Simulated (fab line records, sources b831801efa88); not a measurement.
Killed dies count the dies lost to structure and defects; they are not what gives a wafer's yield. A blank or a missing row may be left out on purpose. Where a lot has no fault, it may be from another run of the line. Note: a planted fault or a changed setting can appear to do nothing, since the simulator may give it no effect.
Check for tools in common / flow sky130 / 33 wafers sampled across 11 lots

WHAT PROMPTED THE OPENING
SKY_SD_N_RS_MEAS_16, reading SD_N_RS: flagged on 2 of 11 lots. Wafers without a fault read 68.65 ohm/sq, standard deviation 0.13.
Rule: a lot is flagged in two cases, either no wafer of it has a number, or all its wafers with numbers fall more than 4 standard deviations from that mean. The rest of the lots are taken to be sound.

lot=L131; measured=day 28 06:51; on=film metro-02; SD_N_RS (ohm/sq), wafer by wafer=68.72 68.80 68.65; flag=
lot=L132; measured=day 28 09:15; on=film metro-04; SD_N_RS (ohm/sq), wafer by wafer=68.56 68.83 68.62; flag=
lot=L135; measured=day 29 11:17; on=film metro-02; SD_N_RS (ohm/sq), wafer by wafer=63.38 63.17 63.23; flag=FLAGGED
lot=L137; measured=day 30 13:44; on=film metro-04; SD_N_RS (ohm/sq), wafer by wafer=63.14 63.19 63.19; flag=FLAGGED
lot=L146; measured=day 33 02:53; on=film metro-04; SD_N_RS (ohm/sq), wafer by wafer=68.68 68.59 68.75; flag=
lot=L147; measured=day 33 04:08; on=film metro-04; SD_N_RS (ohm/sq), wafer by wafer=68.68 68.37 68.50; flag=
lot=L149; measured=day 34 02:50; on=film metro-04; SD_N_RS (ohm/sq), wafer by wafer=68.49 68.57 68.55; flag=
lot=L151; measured=day 34 14:03; on=film metro-04; SD_N_RS (ohm/sq), wafer by wafer=68.64 68.32 68.67; flag=
lot=L152; measured=day 35 01:36; on=film metro-01; SD_N_RS (ohm/sq), wafer by wafer=68.79 68.96 68.58; flag=
lot=L153; measured=day 35 06:31; on=film metro-01; SD_N_RS (ohm/sq), wafer by wafer=68.71 68.85 68.79; flag=
lot=L154; measured=day 35 12:44; on=film metro-01; SD_N_RS (ohm/sq), wafer by wafer=68.77 68.80 68.73; flag=
On average the flagged lots' numbers are 63.22 ohm/sq, which is -5.43 ohm/sq against the usual, or -42 standard deviations.

LOT BY LOT: THE TOOL USED
Before the reading, the record contains 2 process steps out of a 708-step route. Cell contents, in order: the tool; ch with the chambers the sampled wafers went through; the start.
lot=L131; flag=; SKY_VT_ADJUST_LVTN_STRIP_09=plasma asher-03 ch 0,1, day 7 03:29; SKY_SD_N_RTA_14=rtp anneal-02 ch 0, day 28 06:40
lot=L132; flag=; SKY_VT_ADJUST_LVTN_STRIP_09=plasma asher-03 ch 0,1, day 7 04:38; SKY_SD_N_RTA_14=rtp anneal-01 ch 0, day 28 09:04
lot=L135; flag=FLAGGED; SKY_VT_ADJUST_LVTN_STRIP_09=plasma asher-03 ch 0,1, day 8 01:13; SKY_SD_N_RTA_14=rtp anneal-02 ch 0, day 29 11:07
lot=L137; flag=FLAGGED; SKY_VT_ADJUST_LVTN_STRIP_09=plasma asher-04 ch 0,1, day 8 13:50; SKY_SD_N_RTA_14=rtp anneal-02 ch 0, day 30 13:34
lot=L146; flag=; SKY_VT_ADJUST_LVTN_STRIP_09=plasma asher-03 ch 0,1, day 10 22:14; SKY_SD_N_RTA_14=rtp anneal-01 ch 0, day 33 02:43
lot=L147; flag=; SKY_VT_ADJUST_LVTN_STRIP_09=plasma asher-02 ch 0,1, day 11 03:31; SKY_SD_N_RTA_14=rtp anneal-02 ch 0, day 33 03:56
lot=L149; flag=; SKY_VT_ADJUST_LVTN_STRIP_09=plasma asher-03 ch 0,1, day 11 16:53; SKY_SD_N_RTA_14=rtp anneal-02 ch 0, day 34 02:40
lot=L151; flag=; SKY_VT_ADJUST_LVTN_STRIP_09=plasma asher-03 ch 0,1, day 12 07:59; SKY_SD_N_RTA_14=rtp anneal-02 ch 0, day 34 13:52
lot=L152; flag=; SKY_VT_ADJUST_LVTN_STRIP_09=plasma asher-02 ch 0,1, day 12 17:34; SKY_SD_N_RTA_14=rtp anneal-01 ch 0, day 35 01:25
lot=L153; flag=; SKY_VT_ADJUST_LVTN_STRIP_09=plasma asher-04 ch 0,1, day 12 22:43; SKY_SD_N_RTA_14=rtp anneal-02 ch 0, day 35 06:20
lot=L154; flag=; SKY_VT_ADJUST_LVTN_STRIP_09=plasma asher-04 ch 0,1, day 13 08:02; SKY_SD_N_RTA_14=rtp anneal-01 ch 0, day 35 12:34
What is done by these steps:
- SKY_VT_ADJUST_LVTN_STRIP_09: strips in O2/N2.
- SKY_SD_N_RTA_14: time 2 s.
- SKY_SD_N_RS_MEAS_16: measures by four-point-probe.

FLAGGED OVER TOTAL, TOOL BY TOOL (the gauges that took the reading come last)
step=SKY_VT_ADJUST_LVTN_STRIP_09; tool=plasma asher-02; lots run=2; flagged=0; share of the flagged lots=none; sound lots run after its first flagged lot=-
step=SKY_VT_ADJUST_LVTN_STRIP_09; tool=plasma asher-03; lots run=6; flagged=1; share of the flagged lots=some; sound lots run after its first flagged lot=3 (L146,L149,L151)
step=SKY_VT_ADJUST_LVTN_STRIP_09; tool=plasma asher-04; lots run=3; flagged=1; share of the flagged lots=some; sound lots run after its first flagged lot=2 (L153,L154)
step=SKY_SD_N_RTA_14; tool=rtp anneal-01; lots run=4; flagged=0; share of the flagged lots=none; sound lots run after its first flagged lot=-
step=SKY_SD_N_RTA_14; tool=rtp anneal-02; lots run=7; flagged=2; share of the flagged lots=all; sound lots run after its first flagged lot=4 (L147,L149,L151,L153)
step=SKY_SD_N_RS_MEAS_16; tool=film metro-01; lots run=3; flagged=0; share of the flagged lots=none; sound lots run after its first flagged lot=-
step=SKY_SD_N_RS_MEAS_16; tool=film metro-02; lots run=2; flagged=1; share of the flagged lots=some; sound lots run after its first flagged lot=0
step=SKY_SD_N_RS_MEAS_16; tool=film metro-04; lots run=6; flagged=1; share of the flagged lots=some; sound lots run after its first flagged lot=4 (L146,L147,L149,L151)

WHAT IS ALLOWED BY THE TABLE
1 row of the table ran every flagged lot: rtp anneal-02 at SKY_SD_N_RTA_14.
- rtp anneal-02 at SKY_SD_N_RTA_14: 2 of its 7 lots flagged. Lots that were sound ran on it after the first flagged one (L147, L149, L151, L153); a persistent fault on the entire tool would not allow that. Its own readings (lamp power pct, wafer_temp_C_max) fall more than 4 standard deviations out on all wafers of the flagged lots.
Every row of the table either missed a flagged lot or ran a sound lot after the first.

WHAT WAS PUT IN BY THE SIMULATOR
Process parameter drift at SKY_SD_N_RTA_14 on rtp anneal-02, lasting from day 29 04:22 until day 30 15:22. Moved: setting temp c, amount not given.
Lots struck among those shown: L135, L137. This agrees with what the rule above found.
